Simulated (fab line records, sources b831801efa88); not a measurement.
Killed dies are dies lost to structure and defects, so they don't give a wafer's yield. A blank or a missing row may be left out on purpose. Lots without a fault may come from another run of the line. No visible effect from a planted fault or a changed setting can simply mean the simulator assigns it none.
Split-lot study -- flow gf180mcu -- 23 wafers read across 5 lots, on a route 602 steps long

== SPLIT DETAILS ==
At GF_M3_SPUTTER_04 (material TiN, target thk 50 nm, time 41.7 s), the setting power w was moved away from the recipe's 6500 W on 10 of the 23 wafers read, by -6.8% to +7.2%. For the rest of the wafers, this setting stayed at what the recipe calls for.

Reading taken at the split's own step.

== THE READING ==
TiN_of_M3_SPUTTER_04.thk nm (the simulator's own value, which no gauge read), in nm, at GF_M3_SPUTTER_04 (material TiN, target thk 50 nm, time 41.7 s). There is no usual value for it anywhere in the file. Here, 13 wafers ran the recipe; their average is 50.25 nm with a standard deviation of 0.41 nm.

wafer,"tool, chamber at the split","power w as run, W",against the recipe,"TiN_of_M3_SPUTTER_04.thk nm, nm",against lot-mates on the recipe
L075.2,"pvd sputter-04, -",6777,+4.3%,52.08,+1.58
L075.3,"pvd sputter-04, -",6500,recipe,50.52,-
L075.4,"pvd sputter-04, -",6500,recipe,50.48,-
L075.5,"pvd sputter-04, -",6777,+4.3%,52.36,+1.86
L075.6,"pvd sputter-04, -",6777,+4.3%,52.4,+1.90
L077.1,"pvd sputter-03, -",6966,+7.2%,54.66,+4.73
L077.2,"pvd sputter-03, -",6500,recipe,50.11,-
L077.4,"pvd sputter-03, -",6966,+7.2%,53.69,+3.77
L077.5,"pvd sputter-03, -",6966,+7.2%,54.47,+4.55
L077.6,"pvd sputter-03, -",6500,recipe,49.74,-
L080.2,"pvd sputter-04, -",6500,recipe,50.4,-
L080.3,"pvd sputter-04, -",6500,recipe,50.46,-
L080.6,"pvd sputter-04, -",6500,recipe,50.36,-
L084.1,"pvd sputter-04, -",6500,recipe,50.69,-
L084.2,"pvd sputter-04, -",6500,recipe,50.36,-
L084.3,"pvd sputter-04, -",6500,recipe,50.74,-
L084.5,"pvd sputter-04, -",6271,-3.5%,48.78,-1.82
L084.6,"pvd sputter-04, -",6271,-3.5%,48.51,-2.09
L085.1,"pvd sputter-03, -",6500,recipe,49.47,-
L085.5,"pvd sputter-03, -",6500,recipe,49.47,-
L085.2,"pvd sputter-03, -",6055,-6.8%,46.29,-3.49
L085.3,"pvd sputter-03, -",6500,recipe,50.39,-
L085.4,"pvd sputter-03, -",6055,-6.8%,46.98,-2.80

FIT RESULTS
A straight line over all 23 wafers: TiN_of_M3_SPUTTER_04.thk nm changes by +0.529 nm for each +1% of power w; r = +0.98; the points scatter about the line by 0.41 nm.
The same after taking each lot's own level away (the mean of its wafers on the recipe; 23 wafers): +0.527 nm for each +1%; r = +0.98; scatter 0.42 nm.
Per that fit: largest power w move, reading shift of 3.8 nm.
Measured against the standard deviation above, the lots' own levels, which go from 49.777 to 50.597 nm, span 2.0 times it.
The two slopes agree, so the slope changes little with the lot-to-lot level.
Check: for one of the wafers moved furthest among these (+7.2%), held out of the fit, the line's prediction against its lot-mates is +3.62 nm. Against them it came out at +4.73 nm.

== THESE WAFERS: OTHER SPLITS ==
Other splits were also applied to these wafers ahead of the reading. Each is held against what the fit with the lots' levels taken away leaves over:
other split on the same wafers,wafers away from the commonest value,r with TiN_of_M3_SPUTTER_04.thk nm (lot level and that fit taken away)
GF_CONTACT_CVD_24 temp c,7,+0.08
GF_M1_EXPOSE_11 dose mj,8,+0.34
GF_M1_DEVELOP_13 develop time s,8,+0.25
GF_V2_SPUTTER_21 chamber pressure pa,15,+0.26

== FILE'S OWN FIT ==
TiN_of_M3_SPUTTER_04.thk nm changes by +0.522 nm for each +1% of power w, r = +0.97.
